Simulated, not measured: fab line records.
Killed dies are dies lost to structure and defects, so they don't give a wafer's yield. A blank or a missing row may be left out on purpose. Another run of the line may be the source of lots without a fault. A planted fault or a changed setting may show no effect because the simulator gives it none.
Which of the tools did it? || flow sky130 || 33 wafers from 11 lots sampled at 5 of the route's 708 steps

## WHAT EACH GAUGE READ, for each wafer
SKY_LI_CONTACT_THK_MEAS_01.
{"lot": "L132", "measured": "day 28 14:56", "on": "film metro-04", "LI_CONTACT_HDPCVD_THK (nm)": "934 929 931"}
{"lot": "L135", "measured": "day 29 12:07", "on": "film metro-03", "LI_CONTACT_HDPCVD_THK (nm)": "926 938 922"}
{"lot": "L134", "measured": "day 29 13:17", "on": "film metro-03", "LI_CONTACT_HDPCVD_THK (nm)": "932 926 931"}
{"lot": "L136", "measured": "day 29 21:29", "on": "film metro-01", "LI_CONTACT_HDPCVD_THK (nm)": "919 922 923"}
{"lot": "L138", "measured": "day 30 12:14", "on": "film metro-03", "LI_CONTACT_HDPCVD_THK (nm)": "941 925 922"}
{"lot": "L139", "measured": "day 30 15:38", "on": "film metro-03", "LI_CONTACT_HDPCVD_THK (nm)": "929 924 929"}
{"lot": "L141", "measured": "day 31 18:52", "on": "film metro-03", "LI_CONTACT_HDPCVD_THK (nm)": "914 908 905"}
{"lot": "L145", "measured": "day 32 21:58", "on": "film metro-03", "LI_CONTACT_HDPCVD_THK (nm)": "922 923 927"}
{"lot": "L146", "measured": "day 33 00:05", "on": "film metro-01", "LI_CONTACT_HDPCVD_THK (nm)": "955 949 947"}
{"lot": "L147", "measured": "day 33 14:41", "on": "film metro-04", "LI_CONTACT_HDPCVD_THK (nm)": "933 933 938"}
{"lot": "L151", "measured": "day 34 12:14", "on": "film metro-03", "LI_CONTACT_HDPCVD_THK (nm)": "947 937 933"}

SKY_LI_CONTACT_BOW_MEAS_03.
{"lot": "L132", "measured": "day 28 15:19", "on": "film metro-04", "LI_CONTACT_BOW (um)": "56 62 51"}
{"lot": "L135", "measured": "day 29 12:31", "on": "film metro-04", "LI_CONTACT_BOW (um)": "55 58 62"}
{"lot": "L134", "measured": "day 29 13:38", "on": "film metro-01", "LI_CONTACT_BOW (um)": "59 56 60"}
{"lot": "L136", "measured": "day 29 21:54", "on": "film metro-04", "LI_CONTACT_BOW (um)": "48 55 53"}
{"lot": "L138", "measured": "day 30 12:36", "on": "film metro-03", "LI_CONTACT_BOW (um)": "60 50 56"}
{"lot": "L139", "measured": "day 30 16:00", "on": "film metro-04", "LI_CONTACT_BOW (um)": "62 51 53"}
{"lot": "L141", "measured": "day 31 19:14", "on": "film metro-04", "LI_CONTACT_BOW (um)": "53 53 58"}
{"lot": "L145", "measured": "day 32 22:20", "on": "film metro-04", "LI_CONTACT_BOW (um)": "69 69 55"}
{"lot": "L146", "measured": "day 33 00:26", "on": "film metro-03", "LI_CONTACT_BOW (um)": "44 50 56"}
{"lot": "L147", "measured": "day 33 15:03", "on": "film metro-03", "LI_CONTACT_BOW (um)": "62 53 60"}
{"lot": "L151", "measured": "day 34 12:37", "on": "film metro-01", "LI_CONTACT_BOW (um)": "46 58 65"}

SKY_LOCAL_INTERCONNECT_RS_MEAS_01: measurement is done with a four-point probe.
{"lot": "L132", "measured": "day 29 21:06", "on": "film metro-02", "LOCAL_INTERCONNECT_TIN_RS (ohm/sq)": "14.38 14.13 14.23"}
{"lot": "L135", "measured": "day 30 18:07", "on": "film metro-03", "LOCAL_INTERCONNECT_TIN_RS (ohm/sq)": "14.04 13.96 14.08"}
{"lot": "L134", "measured": "day 30 19:17", "on": "film metro-02", "LOCAL_INTERCONNECT_TIN_RS (ohm/sq)": "14.25 14.22 14.18"}
{"lot": "L136", "measured": "day 31 03:35", "on": "film metro-01", "LOCAL_INTERCONNECT_TIN_RS (ohm/sq)": "14.11 13.89 13.93"}
{"lot": "L138", "measured": "day 31 18:01", "on": "film metro-03", "LOCAL_INTERCONNECT_TIN_RS (ohm/sq)": "13.96 14.17 14.06"}
{"lot": "L139", "measured": "day 31 21:22", "on": "film metro-02", "LOCAL_INTERCONNECT_TIN_RS (ohm/sq)": "14.18 14.12 14.06"}
{"lot": "L141", "measured": "day 32 21:09", "on": "film metro-03", "LOCAL_INTERCONNECT_TIN_RS (ohm/sq)": "14.12 13.87 14.11"}
{"lot": "L145", "measured": "day 34 03:01", "on": "film metro-02", "LOCAL_INTERCONNECT_TIN_RS (ohm/sq)": "15.68 13.99 13.93"}
{"lot": "L146", "measured": "day 34 04:34", "on": "film metro-02", "LOCAL_INTERCONNECT_TIN_RS (ohm/sq)": "14.35 14.14 14.19"}
{"lot": "L147", "measured": "day 34 18:45", "on": "film metro-02", "LOCAL_INTERCONNECT_TIN_RS (ohm/sq)": "15.91 14.19 14.24"}
{"lot": "L151", "measured": "day 35 16:22", "on": "film metro-01", "LOCAL_INTERCONNECT_TIN_RS (ohm/sq)": "13.91 13.83 13.82"}

SKY_LOCAL_INTERCONNECT_THK_MEAS_02: measures by xrf.
{"lot": "L132", "measured": "day 29 21:13", "on": "film metro-02", "LOCAL_INTERCONNECT_TIN_THK (nm)": "99.3 101.0 100.6"}
{"lot": "L135", "measured": "day 30 18:13", "on": "film metro-03", "LOCAL_INTERCONNECT_TIN_THK (nm)": "99.4 99.4 98.9"}
{"lot": "L134", "measured": "day 30 19:25", "on": "film metro-02", "LOCAL_INTERCONNECT_TIN_THK (nm)": "100.2 100.8 100.9"}
{"lot": "L136", "measured": "day 31 03:42", "on": "film metro-01", "LOCAL_INTERCONNECT_TIN_THK (nm)": "99.8 100.9 101.1"}
{"lot": "L138", "measured": "day 31 18:08", "on": "film metro-03", "LOCAL_INTERCONNECT_TIN_THK (nm)": "99.6 98.5 99.2"}
{"lot": "L139", "measured": "day 31 21:29", "on": "film metro-02", "LOCAL_INTERCONNECT_TIN_THK (nm)": "100.7 100.9 100.9"}
{"lot": "L141", "measured": "day 32 21:16", "on": "film metro-03", "LOCAL_INTERCONNECT_TIN_THK (nm)": "99.2 100.8 99.2"}
{"lot": "L145", "measured": "day 34 03:08", "on": "film metro-02", "LOCAL_INTERCONNECT_TIN_THK (nm)": "91.4 101.3 102.0"}
{"lot": "L146", "measured": "day 34 04:41", "on": "film metro-02", "LOCAL_INTERCONNECT_TIN_THK (nm)": "99.5 100.4 100.2"}
{"lot": "L147", "measured": "day 34 18:52", "on": "film metro-02", "LOCAL_INTERCONNECT_TIN_THK (nm)": "89.9 100.5 100.0"}
{"lot": "L151", "measured": "day 35 16:28", "on": "film metro-01", "LOCAL_INTERCONNECT_TIN_THK (nm)": "101.1 101.2 101.0"}

## WHAT TOOL EACH LOT RAN ON (gives the tool, then ch and the chambers of the sampled wafers, and finally the start)
{"lot": "L132", "SKY_LOCAL_INTERCONNECT_SPUTTER_00": "pvd sputter-01, day 29 21:01"}
{"lot": "L135", "SKY_LOCAL_INTERCONNECT_SPUTTER_00": "pvd sputter-04, day 30 18:00"}
{"lot": "L134", "SKY_LOCAL_INTERCONNECT_SPUTTER_00": "pvd sputter-03, day 30 19:14"}
{"lot": "L136", "SKY_LOCAL_INTERCONNECT_SPUTTER_00": "pvd sputter-04, day 31 03:31"}
{"lot": "L138", "SKY_LOCAL_INTERCONNECT_SPUTTER_00": "pvd sputter-01, day 31 17:56"}
{"lot": "L139", "SKY_LOCAL_INTERCONNECT_SPUTTER_00": "pvd sputter-01, day 31 21:17"}
{"lot": "L141", "SKY_LOCAL_INTERCONNECT_SPUTTER_00": "pvd sputter-01, day 32 21:04"}
{"lot": "L145", "SKY_LOCAL_INTERCONNECT_SPUTTER_00": "pvd sputter-01, day 34 02:56"}
{"lot": "L146", "SKY_LOCAL_INTERCONNECT_SPUTTER_00": "pvd sputter-03, day 34 04:30"}
{"lot": "L147", "SKY_LOCAL_INTERCONNECT_SPUTTER_00": "pvd sputter-01, day 34 18:41"}
{"lot": "L151", "SKY_LOCAL_INTERCONNECT_SPUTTER_00": "pvd sputter-04, day 35 16:16"}
- SKY_LOCAL_INTERCONNECT_SPUTTER_00: material TiN, target thk 100 nm, time 83.3 s.

## WHAT THE TOOLS THEMSELVES READ (means of the sampled wafers that have a number; where no wafer has one, the mark that the record gives instead)
SKY_LOCAL_INTERCONNECT_SPUTTER_00.
{"lot": "L132", "tool": "pvd sputter-01", "throttle valve pct (%)": 29.4}
{"lot": "L135", "tool": "pvd sputter-04", "throttle valve pct (%)": 30.2}
{"lot": "L134", "tool": "pvd sputter-03", "throttle valve pct (%)": 31.3}
{"lot": "L136", "tool": "pvd sputter-04", "throttle valve pct (%)": 29.8}
{"lot": "L138", "tool": "pvd sputter-01", "throttle valve pct (%)": 29.1}
{"lot": "L139", "tool": "pvd sputter-01", "throttle valve pct (%)": 29.4}
{"lot": "L141", "tool": "pvd sputter-01", "throttle valve pct (%)": 30.0}
{"lot": "L145", "tool": "pvd sputter-01", "throttle valve pct (%)": 30.0}
{"lot": "L146", "tool": "pvd sputter-03", "throttle valve pct (%)": 31.1}
{"lot": "L147", "tool": "pvd sputter-01", "throttle valve pct (%)": 29.4}
{"lot": "L151", "tool": "pvd sputter-04", "throttle valve pct (%)": 29.8}

## THE ANSWER, worked out from the rows above alone
Rule: the usual values come from the lots themselves. Put in order of their means at a reading, lots are off if they are a third of the lots or fewer, leave a main group of 4 or more, and stand apart from it by a gap of 3 or more times the standard deviation of the main group's means; of several such gaps the widest counts. A main group is skipped when, at the precision printed for the reading in the tables above, its means are all equal. Also off: a lot with no number at a reading for which 4 or more lots have one. Where the step has rows for the other lots, those lots are counted as sound. Order of review: gauges by route order, followed by the tools' own readings, for which a lot's mean as printed above is used. The first step at which some lot is off is used, and at that step the reading that is off furthest; a lot without a number counts as furthest.
No lot is off on any of the readings shown, so nothing can be concluded from this.

## WHAT THE SIMULATOR HAD PUT IN
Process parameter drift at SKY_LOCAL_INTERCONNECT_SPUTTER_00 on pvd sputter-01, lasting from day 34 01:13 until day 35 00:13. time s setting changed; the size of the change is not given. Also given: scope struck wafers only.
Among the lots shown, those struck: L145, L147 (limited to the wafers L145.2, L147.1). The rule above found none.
